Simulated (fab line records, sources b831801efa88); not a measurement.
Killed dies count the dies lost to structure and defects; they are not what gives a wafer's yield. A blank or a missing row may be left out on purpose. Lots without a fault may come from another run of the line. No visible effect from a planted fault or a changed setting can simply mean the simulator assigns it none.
Comparing a struck lot with a sound one || flow sky130 || 17 steps out of a route of 708
Sound: the wafers L727.1, L727.2, L727.3. Wafers struck: L736.1, L736.5, L736.6. At the end, the cause is stated.
At each step with rows: each side's tool, then ch and its chambers, then its first start. Under that, the readings that differ: sound wafers || struck wafers || difference of the means || sigmas: that difference in standard deviations of wafers without a fault.
alike: words and numbers the same on both sides, and readings whose means are apart by under 2 such deviations; not compared: readings that were withheld, readings missing a value for some wafer, numbers with overlapping values and no deviation given by the record, and bounds like >300 which may hide the same value.
Wherever a step has rows on one side only, a row that says differs or no value, or a row with sigmas, the two part there. Numbers that don't overlap but have no deviation are shown without sigmas and don't part them. Lack of a reading on every wafer of one side parts them only where that side has two or more wafers.

SKY_METAL3_SPUTTER_04: material TiN, target thk 70 nm, time 58.3 s.
  struck on pvdSputter-04, day 40 01:47; sound on pvdSputter-02, day 37 02:01
  alike: throttleValvePct
SKY_CAPM_CVD_00: deposits SiO2, target thk 15.5 nm.
  sound on pecvd-03 ch 0,1,2, day 37 02:04; struck on pecvd-01 ch 0,1, day 40 01:50
  alike: heaterPowerW, susceptorTempC
SKY_CAPM_THK_MEAS_01:
  struck on filmMetro-02, day 40 01:52; sound on filmMetro-04, day 37 02:05
  alike: CAPM_CVD_00_THK
SKY_CAPM_SPUTTER_02: material TiN, target thk 200 nm, time 166.7 s.
  struck on pvdSputter-01, day 40 01:55; sound on pvdSputter-01, day 37 02:09
  alike: susceptorTempC, throttleValvePct
SKY_CAPM_RS_MEAS_03: the measuring method here is four-point-probe.
  struck on filmMetro-04, day 40 02:02; sound on filmMetro-02, day 37 02:16
  alike: CAPM_TIN_RS
SKY_CAPM_THK_MEAS_04: measures by xrf.
  struck on filmMetro-04, day 40 02:09; sound on filmMetro-02, day 37 02:23
  alike: CAPM_TIN_THK
then, 6 steps without rows for these wafers: SKY_CAPM_DEHYDRATE_05 (time 60 s); SKY_CAPM_HMDS_06 (prime time 60 s); SKY_CAPM_COAT_07 (resist thk 1140 nm); SKY_CAPM_SOFTBAKE_08 (time 60 s); SKY_CAPM_EXPOSE_09 (exposes mask CAPM, target cd 1000 nm); SKY_CAPM_PEB_10.
SKY_CAPM_DEVELOP_11: develop time 60 s.
  sound on lithoTrack-02 ch 0, day 38 03:50; struck on lithoTrack-02 ch 0, day 41 01:53
SKY_CAPM_OVL_MEAS_12:
  struck on overlay-01, day 41 02:02; sound on overlay-02, day 38 03:59
  alike: CAPM_OVL
SKY_CAPM_METAL_ETCH_13: etches TiN in Cl2/BCl3, stops on SiO2, target depth 220 nm, time 62.9 s.
  sound on rieMetal-03 ch 0,1, day 38 04:01; struck on rieMetal-01 ch 0,1, day 41 02:04
{"reading": "model.CAPM.cdNm (nm)", "sound": "1000 1001 1003", "struck": "993.4 993 996.4", "difference": -7.1, "sigmas": ""}
  alike: bcl3FlowSccm, drypumpMotorCurrentA, oesProductAu, throttleValvePct
  not compared: rfHoursCounterH
SKY_CAPM_STRIP_14: strips in O2/N2.
  sound on plasmaAsher-01 ch 0,1, day 38 04:05; struck on plasmaAsher-02 ch 0,1, day 41 02:09
{"reading": "stripTimeToEndpointS (s)", "sound": "12.63 12.57 12.57", "struck": "12.71 12.66 12.70", "difference": "+0.10", "sigmas": "+2"}
  alike: drypumpMotorCurrentA, oesProductAu
  not compared: rfHoursCounterH
-- the record jumps here: 8 days lie between the struck wafers' starts before and after (it left off in module CAPM and takes up again in module PAD_OPEN, whose first step shown is number 708 of the route) --
SKY_PAD_OPEN_PROBE_99:
  struck on prober-02, day 48 17:32; sound on prober-01, day 46 10:49
  alike: defectLimitedYield, killed_at_M0_to_M3, killed_at_M4_up, killedAtContacts, killedAtFrontEnd, killedAtOther, killedDies, killedOnRim, killedOpen, killedShort, sort_bin_3_pad_short, sort_bin_5_function, sort_bin_6_memory, sortNPass, sortYieldPct

== WHERE THEY PART ==
Within this record, at SKY_CAPM_STRIP_14 only. Later steps at which nothing parts them and some readings are alike: SKY_PAD_OPEN_PROBE_99.

WHY: what the simulator had put in
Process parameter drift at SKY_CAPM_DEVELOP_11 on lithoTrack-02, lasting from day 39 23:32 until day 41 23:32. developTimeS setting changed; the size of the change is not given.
